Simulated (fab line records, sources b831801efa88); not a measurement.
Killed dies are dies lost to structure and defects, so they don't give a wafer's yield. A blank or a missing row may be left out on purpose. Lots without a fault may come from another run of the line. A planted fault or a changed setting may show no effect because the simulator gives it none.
Chamber matching | flow sky130 | SKY_VIA1_CMP_24 on cmp-01: 4 sister chambers
The step polishes, stops on SiO2, t overpolish 15 s, target thk 0 nm. 24 wafers are shown with their chamber, then 12 later ones without.

WAFERS WITH THEIR CHAMBER
wafer  | chamber | motor_current_A (A) | time_to_endpoint_s (s) | head_pressure_psi (psi)
L075.1 | 1       | 8.8                 | 69                     | 3.502
L075.3 | 0       | 14.0                | 61                     | 3.498
L075.4 | 3       | 11.2                | 66                     | 3.487
L076.2 | 1       | 9.7                 | 68                     | 3.505
L076.3 | 2       | 10.6                | 66                     | 3.505
L076.4 | 0       | 14.0                | 64                     | 3.498
L080.1 | 0       | 13.2                | 64                     | 3.503
L080.4 | 1       | 9.2                 | 70                     | 3.511
L080.6 | 3       | 11.8                | 69                     | 3.499
L079.2 | 2       | 10.4                | 65                     | 3.505
L079.3 | 3       | 11.5                | 67                     | 3.501
L079.5 | 3       | 11.9                | 67                     | 3.492
L081.2 | 3       | 11.2                | 63                     | 3.488
L081.3 | 0       | 13.9                | 60                     | 3.500
L081.6 | 3       | 12.0                | 68                     | 3.498
L082.2 | 2       | 11.0                | 64                     | 3.492
L082.4 | 3       | 11.2                | 65                     | 3.504
L082.5 | 2       | 10.9                | 63                     | 3.492
L083.4 | 1       | 9.7                 | 70                     | 3.505
L083.5 | 3       | 11.5                | 68                     | 3.504
L083.6 | 2       | 11.2                | 67                     | 3.495
L085.1 | 0       | 14.5                | 68                     | 3.498
L085.4 | 2       | 11.3                | 71                     | 3.509
L085.5 | 2       | 11.0                | 70                     | 3.499

SIGNATURES (means of the wafers above)
reading            | chamber 0 | chamber 1 | chamber 2 | chamber 3 | scatter within a chamber
motor_current_A    | 13.920    | 9.350     | 10.914    | 11.537    | 0.375
time_to_endpoint_s | 63.40     | 69.25     | 66.57     | 66.62     | 2.47
head_pressure_psi  | 3.49940   | 3.50575   | 3.49957   | 3.49662   | 0.00579
Rule: a wafer's distance from a chamber is the root of the sum, over the readings, of the square of ((its reading less the chamber's mean) divided by the reading's scatter). The wafer belongs to the nearest chamber; if the next one is less than 2 further off, it can't be placed. The scatter: the root of (the sum of the squares of (reading less its chamber's mean) over the shown wafers, divided by (wafers less chambers)).

WAFERS WITHOUT THEIR CHAMBER
wafer  | motor_current_A (A) | time_to_endpoint_s (s) | head_pressure_psi (psi)
L088.1 | 10.9                | 68                     | 3.509
L088.5 | 11.3                | 69                     | 3.496
L088.6 | 13.9                | 63                     | 3.495
L090.1 | 11.9                | 69                     | 3.495
L090.4 | 14.4                | 61                     | 3.503
L090.5 | 14.6                | 65                     | 3.494
L092.1 | 11.4                | 69                     | 3.483
L092.2 | 9.5                 | 69                     | 3.498
L092.4 | 13.9                | 67                     | 3.503
L093.3 | 10.9                | 72                     | 3.500
L093.4 | 9.6                 | 69                     | 3.489
L093.6 | 9.7                 | 72                     | 3.498

WHICH CHAMBER EACH WENT THROUGH
wafer  | from the rows above     | in truth
L088.1 | can't be placed: 2 or 3 | 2
L088.5 | can't be placed: 3 or 2 | 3
L088.6 | 0                       | 0
L090.1 | can't be placed: 3 or 2 | 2
L090.4 | 0                       | 0
L090.5 | 0                       | 0
L092.1 | can't be placed: 3 or 2 | 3
L092.2 | 1                       | 1
L092.4 | 0                       | 0
L093.3 | can't be placed: 2 or 3 | 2
L093.4 | can't be placed: 1 or 2 | 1
L093.6 | can't be placed: 1 or 2 | 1
Placed correctly: 5 of 12. Can't be placed from these rows: 7 (the true chamber is among the candidates in 7). Placed wrongly: 0.
